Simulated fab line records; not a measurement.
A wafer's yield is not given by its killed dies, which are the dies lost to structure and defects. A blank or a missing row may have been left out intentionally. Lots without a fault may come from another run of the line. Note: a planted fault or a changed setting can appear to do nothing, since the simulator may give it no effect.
fab line records	flow sky130
record lots=7	wafers=21	lastDay=51
route steps=708 shown PWDE@53 NWELL@56 PAD_OPEN@708
lots that met no fault: taken from a fault-free run of the same line
startH: start of the lot's first displayed wafer, in hours after the record's first day	waitH: hours elapsed since this lot's preceding step	" the same as in the row above	L1.1+2: a single row standing in for several wafers	- value missing, or start not given	* or withheld: withheld	< > ~ a bound
route shown NAME@n: NAME is a module with steps in the file, n the number in the route of the first one	usual: average and standard deviation across the fault-free wafers	same: alike in all rows	chamber/n: place in a boat	sites: each site's reading	_std_site: the values' standard deviation	_edge_site: the outer-site mean with the inner-site mean subtracted	radiusMm: for every site, how far away it sits from the centre of the wafer	mask NAME#n: copy n	behind: tool/chamber where the wafer was last shaped	hold: what put the lot on hold/how long, in hours/how the hold closed	device: names the non-switching transistor (n, p or np)	end of line: the tests these same wafers got at the end of their route	step lacking rows: just its recipe	killed: dies that structure and defects cost at the first sort, which is not the same as the wafer's yield	map: per-die view of a wafer (x killed, . not killed, _ where there is no die)
set.NAME: the setting as run; set.NAME@STEP: as run at that earlier step	model.NAME: the simulator's own value behind a step, which no gauge read
lots seen at some steps along the route; tables by step, rows by wafer
services: from which hour (startH, from the record's first day; less than 0 if before it) a tool's chamber was out of use, for how many hours, and why
## steps
# step SKY_PWDE_IMPLANT_08
# recipe species=B	energyKev=150	doseCm2=3.6e+12	tiltDeg=withheld
# step SKY_PWDE_STRIP_09
# recipe chemistry=O2/N2	powerW=1400	pressureMtorr=1500	platenTempC=withheld	o2FlowSccm=3000	n2FlowSccm=300	overashFraction=0.5
# usual drypumpMotorCurrentA=5.59/0.19	oesProductAu=0.723/0.0046	stripTimeToEndpointS=36.95/0.098
lot.wafer	tool	chamber	startH	waitH	drypumpMotorCurrentA	oesProductAu	rfHoursCounterH	stripTimeToEndpointS
L731.3	plasmaAsher-04	1	76.26	0.1	5.61	0.716	-	37.10
L731.5	"	0	"	"	5.73	0.722	-	37.00
L731.6	"	1	"	"	5.61	0.723	-	36.95
L733.1	plasmaAsher-03	0	86.02	0.1	5.92	0.730	27	37.13
L733.2	"	1	"	"	5.51	0.727	27	37.08
L733.4	"	1	"	"	5.48	0.723	-	37.05
L742.4	plasmaAsher-03	1	141.46	0.1	5.49	0.726	-	37.10
L742.5	"	0	"	"	5.94	0.722	-	36.97
L742.6	"	1	"	"	5.50	0.725	-	37.00
L744.1	plasmaAsher-04	1	152.87	0.1	5.63	0.717	46	37.19
L744.2	"	0	"	"	5.74	0.726	46	36.92
L744.5	"	1	"	"	5.62	0.720	-	37.03
L745.2	plasmaAsher-02	1	156.27	0.1	5.33	0.720	45	36.95
L745.3	"	1	"	"	5.33	0.719	-	36.90
L745.6	"	1	"	"	5.32	0.720	-	36.98
L746.2	plasmaAsher-03	0	161.47	0.1	5.93	0.727	35	37.07
L746.3	"	0	"	"	5.94	0.726	-	36.94
L746.4	"	1	"	"	5.48	0.722	-	37.01
L747.1	plasmaAsher-02	1	165.72	0.1	5.31	0.722	46	36.90
L747.2	"	0	"	"	5.56	0.719	46	36.98
L747.3	"	1	"	"	5.32	0.724	-	37.01
# step SKY_PWDE_TW_MEAS_10
# usual PWDE_TW=373/4.4
lot.wafer	tool	chamber	startH	waitH	PWDE_TW
L731.3	filmMetro-04	-	76.34	0.1	376
L731.5	"	-	"	"	375
L731.6	"	-	"	"	376
L733.1	filmMetro-03	-	86.12	0.1	367
L733.2	"	-	"	"	369
L733.4	"	-	"	"	368
L742.4	filmMetro-04	-	141.55	0.1	379
L742.5	"	-	"	"	376
L742.6	"	-	"	"	379
L744.1	filmMetro-03	-	152.97	0.1	366
L744.2	"	-	"	"	367
L744.5	"	-	"	"	369
L745.2	filmMetro-01	-	156.38	0.1	374
L745.3	"	-	"	"	376
L745.6	"	-	"	"	375
L746.2	filmMetro-03	-	161.58	0.1	370
L746.3	"	-	"	"	371
L746.4	"	-	"	"	370
L747.1	filmMetro-01	-	165.82	0.1	373
L747.2	"	-	"	"	376
L747.3	"	-	"	"	376
# step SKY_NWELL_DEHYDRATE_03
# recipe tempC=200	timeS=60
# step SKY_NWELL_HMDS_04
# recipe primeTimeS=60	primeTempC=120
# step SKY_NWELL_COAT_05
# recipe spinRpm=2000	resistThkNm=3000
# step SKY_NWELL_SOFTBAKE_06
# recipe tempC=110	timeS=withheld
# step SKY_NWELL_EXPOSE_07
# recipe maskId=NWM	na=0.6	sourceShape=conventional	sigmaOuter=0.6	polarization=unpolarized	targetCdNm=840	doseMj=255
# step SKY_NWELL_PEB_08
# recipe tempC=115	timeS=withheld
# step SKY_NWELL_DEVELOP_09
# recipe wallAngleDeg=90	developer=TMAH	developTimeS=60	devTempC=23
# step SKY_NWELL_OVL_MEAS_10
# usual NWELL_00_OVL=-0.2/1.5
lot.wafer	tool	chamber	startH	waitH	NWELL_00_OVL[nm]
L731.3	overlay-01	-	93.05	-	-1.9
L731.5	"	-	"	"	-0.9
L731.6	"	-	"	"	0.2
L733.1	overlay-02	-	102.88	-	-0.8
L733.2	"	-	"	"	-1.5
L733.4	"	-	"	"	-1.1
L742.4	overlay-02	-	160.96	-	-0.7
L742.5	"	-	"	"	0.9
L742.6	"	-	"	"	-1.5
L744.1	overlay-02	-	173.09	-	-0.8
L744.2	"	-	"	"	0.4
L744.5	"	-	"	"	0.0
L745.2	overlay-02	-	176.44	-	-1.4
L745.3	"	-	"	"	-0.7
L745.6	"	-	"	"	-0.1
L746.2	overlay-02	-	182.39	-	-1.4
L746.3	"	-	"	"	0.9
L746.4	"	-	"	"	-0.1
L747.1	overlay-01	-	186.19	-	-1.9
L747.2	"	-	"	"	-2.3
L747.3	"	-	"	"	-2.8
# step SKY_NWELL_IMPLANT_11
# recipe species=P	energyKev=400	doseCm2=1.9e+13	tiltDeg=withheld
# step SKY_NWELL_IMPLANT_12
# recipe species=P	energyKev=120	doseCm2=1.3e+12	tiltDeg=withheld
# usual beamEnergyKeV=120.01/0.035	beamOnS=10.00/0.18	doseIonsCm2=1.3001e+12/1.5e+09	implantIonAmu=31/0
lot.wafer	tool	chamber	startH	waitH	beamEnergyKeV	beamOnS	doseIonsCm2	implantIonAmu	model.implant.rpNm
L731.3	implanter-02	0	93.27	0.1	119.97	10.22	1.2991e+12	31	150.3
L731.5	"	0	"	"	120.04	10.16	1.3001e+12	31	150.3
L731.6	"	0	"	"	120.00	10.04	1.2971e+12	31	150.3
L733.1	implanter-02	0	103.07	0.1	120.02	9.91	1.3016e+12	31	150.5
L733.2	"	0	"	"	120.05	9.92	1.3014e+12	31	150.5
L733.4	"	0	"	"	120.03	9.89	1.3006e+12	31	150.5
L742.4	implanter-04	0	161.20	0.1	120.03	10.46	1.2983e+12	31	145
L742.5	"	0	"	"	120.03	9.93	1.2963e+12	31	145
L742.6	"	0	"	"	120.06	10.05	1.3022e+12	31	145
L744.1	implanter-02	0	173.27	0.1	119.99	10.10	1.299e+12	31	151
L744.2	"	0	"	"	120.03	10.26	1.2997e+12	31	151
L744.5	"	0	"	"	120.01	9.67	1.2996e+12	31	151
L745.2	implanter-04	0	176.65	0.1	120.04	9.83	1.3001e+12	75	67.14
L745.3	"	0	"	"	119.98	10.01	1.3021e+12	75	67.14
L745.6	"	0	"	"	119.97	10.01	1.2997e+12	75	67.14
L746.2	implanter-04	0	182.60	0.1	120.03	10.16	1.2977e+12	75	69.05
L746.3	"	0	"	"	119.99	9.86	1.301e+12	75	69.05
L746.4	"	0	"	"	120.01	9.80	1.2997e+12	75	69.05
L747.1	implanter-01	0	186.37	0.1	120.05	10.25	1.2991e+12	75	68.16
L747.2	"	0	"	"	120.02	9.88	1.2975e+12	75	68.16
L747.3	"	0	"	"	120.03	9.87	1.2982e+12	75	68.16
# step SKY_NWELL_IMPLANT_13
# recipe species=P	energyKev=50	doseCm2=7e+11	tiltDeg=withheld
# step SKY_PAD_OPEN_PROBE_99
# usual killed_at_M0_to_M3=42/7.3	killed_at_M4_up=3.4/2	killedAtContacts=24/5.6	killedAtFrontEnd=16/4.5	killedAtOther=0.2/0.51	killedDies=86/9.8	killedOpen=46/7	killedShort=40/6.7
# same grossDies=492	killedAtBackSide=0
lot.wafer	tool	chamber	startH	waitH	killed_at_M0_to_M3	killed_at_M4_up	killedAtContacts	killedAtFrontEnd	killedAtOther	killedDies	killedOpen	killedShort	model.etest.nfet_16v.rOnOhmUm	model.etest.tipP.rsOhmSq	model.etest.pfetG5v0d10v5.rOnOhmUm	model.etest.pfet_16v.rOnOhmUm	model.etest.pfet_01v8.rOnOhmUm	model.etest.tip_p_5v.rsOhmSq	model.etest.pfetG5v0d10v5.driveUaUm	model.etest.pfet_01v8_lvt.driveUaUm
L731.3	prober-01	-	1100.05	0.2	34	1	20	14	0	69	44	24	1.408e+04	6846	4615	1.479e+04	2928	2841	353.8	174.9
L731.5	prober-01	-	1100.15	0.2	49	5	23	10	0	87	45	41	1.414e+04	6858	4750	1.51e+04	2927	2822	340.6	174.2
L731.6	prober-01	-	1100.20	0.2	42	5	17	11	0	75	44	31	1.406e+04	6897	4694	1.484e+04	2850	2838	342.9	176.9
L733.1	prober-01	-	1103.25	0.3	44	0	26	19	0	89	58	31	1.402e+04	6883	4688	1.52e+04	2864	2872	349.9	177.1
L733.2	prober-01	-	1103.30	0.3	41	1	29	14	1	86	61	25	1.398e+04	6843	4708	1.519e+04	2920	2861	346.9	177.2
L733.4	prober-01	-	1103.40	0.4	39	4	27	8	1	79	44	34	1.4e+04	6885	4625	1.498e+04	2800	2866	346.7	181.3
L742.4	prober-02	-	1210.16	0.2	38	3	37	14	0	92	56	36	1.447e+04	6744	4926	1.53e+04	2912	2847	332.2	174.1
L742.5	prober-02	-	1210.21	0.2	41	3	28	12	0	84	43	41	1.435e+04	6828	4754	1.518e+04	2866	2830	342.5	175.5
L742.6	prober-02	-	1210.26	0.2	41	5	30	19	1	96	50	46	1.443e+04	6798	4827	1.529e+04	2879	2840	334.6	174.1
L745.2	prober-01	-	1210.91	0.1	42	4	21	16	0	83	48	34	1.304e+04	7594	5278	1.548e+04	3206	2959	309.9	138.9
L745.3	prober-01	-	1210.96	0.2	39	2	23	15	0	79	45	34	1.312e+04	7626	5307	1.576e+04	3168	2948	304.4	139
L745.6	prober-01	-	1211.11	0.2	36	3	15	19	0	73	41	32	1.316e+04	7570	5290	1.546e+04	3097	2956	305	139.2
L744.1	prober-01	-	1211.51	0.1	44	2	28	21	1	96	58	38	1.392e+04	6787	4859	1.541e+04	3002	2888	334.1	167.1
L744.2	prober-01	-	1211.56	0.1	33	1	25	13	0	72	45	27	1.382e+04	6887	4756	1.508e+04	3006	2871	339.9	167.7
L744.5	prober-01	-	1211.71	0.2	41	6	23	16	0	86	55	31	1.399e+04	6857	4840	1.515e+04	3007	2869	332.8	165.9
L747.1	prober-01	-	1213.86	0.1	43	4	21	9	0	77	46	31	1.303e+04	7513	5371	1.582e+04	3169	2949	303.5	135.5
L747.2	prober-01	-	1213.91	0.1	34	2	30	15	0	81	50	31	1.293e+04	7492	5375	1.557e+04	3206	2948	300.4	134.3
L747.3	prober-01	-	1213.96	0.2	46	4	29	18	0	97	49	48	1.293e+04	7510	5208	1.572e+04	3014	2941	313.4	140.6
L746.2	prober-02	-	1214.56	0.1	38	1	27	11	0	77	44	33	1.338e+04	7543	5236	1.568e+04	3165	2892	311.8	136
L746.3	prober-02	-	1214.61	0.2	35	8	44	16	0	103	51	52	1.331e+04	7603	5217	1.59e+04	3146	2901	315.7	139.2
L746.4	prober-02	-	1214.66	0.2	35	7	40	11	0	93	46	47	1.339e+04	7551	5281	1.561e+04	3132	2903	310.3	137.7
# killed by level:class
L731.3 VIA1:geometricParticle:open=9 LI_CONTACT:geometricParticle:open=6 LOCAL_INTERCONNECT:geometricParticle:short=6 POLY_GATE:geometricParticle:open=5 VIA3:geometricParticle:open=5 METAL1:geometricParticle:short=4 CONTACT:geometricParticle:open=4 METAL1:geometricParticle:open=4
L731.5 VIA1:geometricParticle:open=12 LI_CONTACT:geometricParticle:open=9 VIA3:geometricParticle:open=9 CONTACT:geometricParticle:open=5 METAL1:geometricParticle:short=5 METAL2:geometricParticle:short=4 VIA2:geometricParticle:short=4 VIA3:geometricParticle:short=4
L731.6 VIA3:geometricParticle:open=9 VIA1:geometricParticle:open=8 VIA1:geometricParticle:short=5 POLY_GATE:geometricParticle:short=4 LI_CONTACT:geometricParticle:open=4 CONTACT:geometricParticle:open=4 METAL2:geometricParticle:open=4 VIA2:geometricParticle:open=4
L733.1 VIA1:geometricParticle:open=13 CONTACT:geometricParticle:open=10 VIA3:geometricParticle:open=9 LI_CONTACT:geometricParticle:open=8 VIA2:geometricParticle:short=6 VIA2:geometricParticle:open=5 FIELD_ISO:geometricParticle:short=4 CONTACT:geometricParticle:short=4
L733.2 VIA1:geometricParticle:open=12 LI_CONTACT:geometricParticle:open=11 CONTACT:geometricParticle:open=10 VIA3:geometricParticle:open=7 VIA2:geometricParticle:open=6 METAL3:geometricParticle:short=5 FIELD_ISO:geometricParticle:open=4 CONTACT:geometricParticle:short=4
L733.4 CONTACT:geometricParticle:open=11 METAL3:geometricParticle:short=10 VIA1:geometricParticle:open=7 VIA3:geometricParticle:open=7 LI_CONTACT:geometricParticle:open=6 LOCAL_INTERCONNECT:geometricParticle:short=6 VIA2:geometricParticle:open=4 FIELD_ISO:geometricParticle:open=3
L742.4 CONTACT:geometricParticle:open=16 LI_CONTACT:geometricParticle:open=12 VIA1:geometricParticle:open=11 METAL1:geometricParticle:short=6 POLY_GATE:geometricParticle:open=4 CONTACT:geometricParticle:short=4 METAL2:geometricParticle:short=4 VIA2:geometricParticle:open=4
L742.5 LOCAL_INTERCONNECT:geometricParticle:short=7 LI_CONTACT:geometricParticle:open=7 CONTACT:geometricParticle:open=7 METAL1:geometricParticle:short=7 VIA1:geometricParticle:open=6 VIA2:geometricParticle:open=6 LI_CONTACT:geometricParticle:short=5 VIA3:geometricParticle:open=5
L742.6 CONTACT:geometricParticle:open=10 METAL2:geometricParticle:short=9 FIELD_ISO:geometricParticle:open=8 CONTACT:geometricParticle:short=8 LI_CONTACT:geometricParticle:open=7 VIA2:geometricParticle:open=6 VIA1:geometricParticle:open=6 VIA3:geometricParticle:open=5
L745.2 VIA2:geometricParticle:open=14 CONTACT:geometricParticle:open=9 METAL2:geometricParticle:short=8 VIA1:geometricParticle:open=7 POLY_GATE:geometricParticle:open=6 LI_CONTACT:geometricParticle:open=4 CONTACT:geometricParticle:short=4 METAL1:geometricParticle:short=4
L745.3 VIA1:geometricParticle:open=9 FIELD_ISO:geometricParticle:short=7 LI_CONTACT:geometricParticle:open=7 CONTACT:geometricParticle:open=7 VIA3:geometricParticle:open=7 VIA2:geometricParticle:open=6 LOCAL_INTERCONNECT:geometricParticle:short=5 POLY_GATE:geometricParticle:open=4
L745.6 VIA2:geometricParticle:open=10 METAL2:geometricParticle:short=7 CONTACT:geometricParticle:open=7 FIELD_ISO:geometricParticle:open=6 POLY_GATE:geometricParticle:open=4 VIA1:geometricParticle:open=4 VIA1:geometricParticle:short=4 FIELD_ISO:geometricParticle:short=3
L744.1 CONTACT:geometricParticle:open=17 POLY_GATE:geometricParticle:open=10 METAL2:geometricParticle:short=7 VIA3:geometricParticle:open=7 VIA1:geometricParticle:open=6 VIA2:geometricParticle:open=6 LI_CONTACT:geometricParticle:open=5 VIA1:geometricParticle:short=4
L744.2 CONTACT:geometricParticle:open=10 VIA1:geometricParticle:open=9 VIA2:geometricParticle:open=8 LOCAL_INTERCONNECT:geometricParticle:short=6 VIA3:geometricParticle:open=5 FIELD_ISO:geometricParticle:open=4 LI_CONTACT:geometricParticle:open=4 VIA1:geometricParticle:short=3
L744.5 VIA1:geometricParticle:open=11 LI_CONTACT:geometricParticle:open=8 VIA3:geometricParticle:open=8 CONTACT:geometricParticle:open=7 SPACER:geometricParticle:open=6 CONTACT:geometricParticle:short=4 METAL1:geometricParticle:short=4 METAL4:geometricParticle:short=4
L747.1 VIA2:geometricParticle:open=11 VIA1:geometricParticle:open=10 CONTACT:geometricParticle:open=9 FIELD_ISO:geometricParticle:short=4 VIA3:geometricParticle:open=4 METAL1:geometricParticle:short=4 LI_CONTACT:geometricParticle:short=3 LI_CONTACT:geometricParticle:open=3
L747.2 CONTACT:geometricParticle:open=12 POLY_GATE:geometricParticle:open=7 LI_CONTACT:geometricParticle:open=7 METAL2:geometricParticle:short=7 VIA2:geometricParticle:open=7 CONTACT:geometricParticle:short=5 VIA1:geometricParticle:open=5 METAL1:geometricParticle:short=4
L747.3 LI_CONTACT:geometricParticle:open=10 METAL2:geometricParticle:short=9 CONTACT:geometricParticle:open=9 VIA1:geometricParticle:open=7 POLY_GATE:geometricParticle:short=6 METAL1:geometricParticle:short=6 LOCAL_INTERCONNECT:geometricParticle:short=5 VIA3:geometricParticle:open=5
L746.2 VIA1:geometricParticle:open=9 LI_CONTACT:geometricParticle:open=7 LOCAL_INTERCONNECT:geometricParticle:short=7 CONTACT:geometricParticle:open=6 VIA2:geometricParticle:open=5 METAL2:geometricParticle:short=5 VIA3:geometricParticle:open=5 FIELD_ISO:geometricParticle:open=4
L746.3 LI_CONTACT:geometricParticle:open=14 CONTACT:geometricParticle:open=11 CONTACT:geometricParticle:short=10 METAL2:geometricParticle:short=8 VIA1:geometricParticle:open=7 POLY_GATE:geometricParticle:short=6 METAL4:geometricParticle:short=6 VIA3:geometricParticle:open=6
L746.4 CONTACT:geometricParticle:open=16 LI_CONTACT:geometricParticle:open=13 METAL1:geometricParticle:short=9 METAL4:geometricParticle:short=6 CONTACT:geometricParticle:short=5 VIA1:geometricParticle:open=5 LOCAL_INTERCONNECT:geometricParticle:short=4 METAL2:geometricParticle:short=4
## services
tool	chamber	startH	hours	kind
plasmaAsher-03	-	60.10	0.7	repair
implanter-04	-	111.22	1.6	repair
implanter-01	-	150.38	5.6	pm
## key
firstSign step=SKY_NWELL_IMPLANT_12	reading=implantIonAmu	direction=up	sigmas=99+	usual=31	struck=75
effect none on later readings
modelEffect step=SKY_NWELL_IMPLANT_12	value=implant.rpNm	without=148.6	struck=68.12
modelEffect step=SKY_PAD_OPEN_PROBE_99	value=etest.nfet_16v.rOnOhmUm	without=1.405e+04	struck=1.314e+04
metAt SKY_NWELL_IMPLANT_12
struckWafers L745.2,L745.3,L745.6,L746.2,L746.3,L746.4,L747.1,L747.2,L747.3
testerLeftOut L745,L746,L747
onsetBetween 173.27 176.65
fault kind=wrongRecipeDownload	tool=implanter-01,implanter-02,implanter-04	chamber=-	onsetH=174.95	steps=SKY_NWELL_IMPLANT_12	wrongRecipe.notListed=1
# testerLeftOut: of these lots the tester's yield and bins aren't shown, on N5 and GAA mostly nor the transistor test; their killed dies are dies lost to structure and defects alone, not to doping, threshold or leakage, so they don't give the yield
